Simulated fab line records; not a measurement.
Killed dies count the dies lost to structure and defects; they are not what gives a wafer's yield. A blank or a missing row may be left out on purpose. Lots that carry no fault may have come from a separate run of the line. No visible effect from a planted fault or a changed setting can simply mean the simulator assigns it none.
Which tool did it? :: flow gf180mcu :: 14 lots with 42 wafers sampled at 3 steps, on a route of 602 steps

WHAT THE GAUGES SHOWED, per wafer
GF_V4_THK_MEAS_25: measures by xrf. Usual: V4_W_THK gives 341 nm (standard deviation 4.9).
lot: L738
measured: day 24 10:02
on: film-metro-02
V4_W_THK (nm): 345 347 341
flag: 

lot: L739
measured: day 24 18:42
on: film-metro-04
V4_W_THK (nm): 341 338 343
flag: 

lot: L741
measured: day 25 10:29
on: film-metro-04
V4_W_THK (nm): 349 348 342
flag: 

lot: L742
measured: day 26 03:52
on: film-metro-04
V4_W_THK (nm): 334 344 338
flag: 

lot: L743
measured: day 26 10:38
on: film-metro-04
V4_W_THK (nm): 345 340 347
flag: 

lot: L744
measured: day 26 16:19
on: film-metro-01
V4_W_THK (nm): 331 336 333
flag: 

lot: L751
measured: day 28 20:38
on: film-metro-02
V4_W_THK (nm): 344 338 343
flag: 

lot: L752
measured: day 28 20:59
on: film-metro-01
V4_W_THK (nm): 331 337 333
flag: 

lot: L753
measured: day 29 09:02
on: film-metro-02
V4_W_THK (nm): 340 336 337
flag: 

lot: L754
measured: day 29 13:32
on: film-metro-04
V4_W_THK (nm): 346 347 347
flag: 

lot: L756
measured: day 30 03:11
on: film-metro-02
V4_W_THK (nm): 343 344 342
flag: 

lot: L757
measured: day 30 06:47
on: film-metro-04
V4_W_THK (nm): 343 343 344
flag: 

lot: L759
measured: day 30 21:52
on: film-metro-01
V4_W_THK (nm): 339 338 337
flag: 

lot: L761
measured: day 31 11:49
on: film-metro-02
V4_W_THK (nm): 347 341 346
flag: 

GF_V5_BOW_MEAS_05. Usual: V5_BOW gives 134 um (standard deviation 9.3).
lot: L738
measured: day 26 07:23
on: film-metro-01
V5_BOW (um): 148 140 159
flag: 

lot: L739
measured: day 26 14:56
on: film-metro-04
V5_BOW (um): 134 140 122
flag: 

lot: L741
measured: day 27 06:58
on: film-metro-04
V5_BOW (um): 133 137 130
flag: 

lot: L742
measured: day 27 22:37
on: film-metro-03
V5_BOW (um): 141 139 142
flag: 

lot: L743
measured: day 28 05:47
on: film-metro-03
V5_BOW (um): 120 120 125
flag: 

lot: L744
measured: day 28 10:43
on: film-metro-04
V5_BOW (um): 134 135 132
flag: 

lot: L751
measured: day 30 11:58
on: film-metro-03
V5_BOW (um): 136 122 123
flag: 

lot: L752
measured: day 30 12:55
on: film-metro-04
V5_BOW (um): 128 128 121
flag: 

lot: L753
measured: day 31 01:08
on: film-metro-03
V5_BOW (um): 140 143 139
flag: 

lot: L754
measured: day 31 04:32
on: film-metro-04
V5_BOW (um): 137 140 137
flag: 

lot: L756
measured: day 31 18:20
on: film-metro-01
V5_BOW (um): 144 156 161
flag: 

lot: L757
measured: day 31 21:18
on: film-metro-01
V5_BOW (um): 138 137 140
flag: 

lot: L759
measured: day 32 11:23
on: film-metro-03
V5_BOW (um): 141 132 135
flag: 

lot: L761
measured: day 33 00:26
on: film-metro-01
V5_BOW (um): 142 122 152
flag: 

EACH LOT AND THE TOOL THAT RAN IT (in order: tool; ch and the chambers of the sampled wafers; start)
lot: L738
GF_SAB_STRIP_13: plasma-asher-02 ch 0,1, day 15 01:53

lot: L739
GF_SAB_STRIP_13: plasma-asher-01 ch 0,1, day 15 09:59

lot: L741
GF_SAB_STRIP_13: plasma-asher-01 ch 0,1, day 16 03:32

lot: L742
GF_SAB_STRIP_13: plasma-asher-04 ch 0,1, day 16 21:41

lot: L743
GF_SAB_STRIP_13: plasma-asher-01 ch 0,1, day 17 03:54

lot: L744
GF_SAB_STRIP_13: plasma-asher-04 ch 0,1, day 17 11:06

lot: L751
GF_SAB_STRIP_13: plasma-asher-04 ch 0,1, day 20 02:06

lot: L752
GF_SAB_STRIP_13: plasma-asher-04 ch 0,1, day 20 02:41

lot: L753
GF_SAB_STRIP_13: plasma-asher-02 ch 0,1, day 20 18:35

lot: L754
GF_SAB_STRIP_13: plasma-asher-01 ch 0,1, day 21 00:23

lot: L756
GF_SAB_STRIP_13: plasma-asher-01 ch 0,1, day 21 15:25

lot: L757
GF_SAB_STRIP_13: plasma-asher-02 ch 0,1, day 21 22:06

lot: L759
GF_SAB_STRIP_13: plasma-asher-01 ch 0,1, day 22 15:04

lot: L761
GF_SAB_STRIP_13: plasma-asher-04 ch 0,1, day 23 07:56
- GF_SAB_STRIP_13: strips in O2/N2.

WHAT THE TOOLS THEMSELVES READ (means of the sampled wafers that have a number; where no wafer has one, the mark that the record gives instead)
GF_SAB_STRIP_13. Usual: drypump-motor-current-A 5.7 A, standard deviation 0.54; heater-power-w 330 W, standard deviation 38; oes-product-au 0.710 a.u., standard deviation 0.0045; strip-time-to-endpoint-s 12.62 s, standard deviation 0.042.
lot: L738
tool: plasma-asher-02
drypump-motor-current-A (A): 5.5
heater-power-w (W): 369
oes-product-au (a.u.): 0.709
strip-time-to-endpoint-s (s): 12.60
flag: 

lot: L739
tool: plasma-asher-01
drypump-motor-current-A (A): 5.7
heater-power-w (W): 293
oes-product-au (a.u.): 0.711
strip-time-to-endpoint-s (s): 12.58
flag: 

lot: L741
tool: plasma-asher-01
drypump-motor-current-A (A): 5.7
heater-power-w (W): 296
oes-product-au (a.u.): 0.712
strip-time-to-endpoint-s (s): 12.58
flag: 

lot: L742
tool: plasma-asher-04
drypump-motor-current-A (A): 6.2
heater-power-w (W): 370
oes-product-au (a.u.): 0.709
strip-time-to-endpoint-s (s): 12.61
flag: 

lot: L743
tool: plasma-asher-01
drypump-motor-current-A (A): 5.7
heater-power-w (W): 293
oes-product-au (a.u.): 0.707
strip-time-to-endpoint-s (s): 12.59
flag: 

lot: L744
tool: plasma-asher-04
drypump-motor-current-A (A): 5.8
heater-power-w (W): 366
oes-product-au (a.u.): 0.713
strip-time-to-endpoint-s (s): 12.64
flag: 

lot: L751
tool: plasma-asher-04
drypump-motor-current-A (A): 5.8
heater-power-w (W): 344
oes-product-au (a.u.): 0.711
strip-time-to-endpoint-s (s): 12.67
flag: 

lot: L752
tool: plasma-asher-04
drypump-motor-current-A (A): 5.8
heater-power-w (W): 348
oes-product-au (a.u.): 0.708
strip-time-to-endpoint-s (s): 12.62
flag: 

lot: L753
tool: plasma-asher-02
drypump-motor-current-A (A): 5.4
heater-power-w (W): 366
oes-product-au (a.u.): 0.710
strip-time-to-endpoint-s (s): 12.63
flag: 

lot: L754
tool: plasma-asher-01
drypump-motor-current-A (A): 5.4
heater-power-w (W): 280
oes-product-au (a.u.): 0.711
strip-time-to-endpoint-s (s): 12.62
flag: 

lot: L756
tool: plasma-asher-01
drypump-motor-current-A (A): 5.7
heater-power-w (W): 298
oes-product-au (a.u.): 0.712
strip-time-to-endpoint-s (s): 12.59
flag: 

lot: L757
tool: plasma-asher-02
drypump-motor-current-A (A): 5.5
heater-power-w (W): 364
oes-product-au (a.u.): 0.708
strip-time-to-endpoint-s (s): 12.61
flag: 

lot: L759
tool: plasma-asher-01
drypump-motor-current-A (A): 5.4
heater-power-w (W): 288
oes-product-au (a.u.): 0.710
strip-time-to-endpoint-s (s): 12.60
flag: 

lot: L761
tool: plasma-asher-04
drypump-motor-current-A (A): 5.8
heater-power-w (W): 345
oes-product-au (a.u.): 0.712
strip-time-to-endpoint-s (s): 12.68
flag: 

THE ANSWER, worked out from the rows above alone
Rule: a lot is off if the mean of its wafers that have a number lies more than 3 standard deviations from the usual mean. Also off: a lot with no number at a reading for which 4 or more lots have one. All remaining lots with rows at the step are treated as sound. First the gauges in route order, then the tools' own readings, where a lot's mean is used as printed above. The first step at which some lot is off is used, and at that step the reading that is off furthest; a lot without a number counts as furthest.
Nothing can be told from this: no lot is off at any reading shown.

WHAT THE SIMULATOR HAD INSERTED
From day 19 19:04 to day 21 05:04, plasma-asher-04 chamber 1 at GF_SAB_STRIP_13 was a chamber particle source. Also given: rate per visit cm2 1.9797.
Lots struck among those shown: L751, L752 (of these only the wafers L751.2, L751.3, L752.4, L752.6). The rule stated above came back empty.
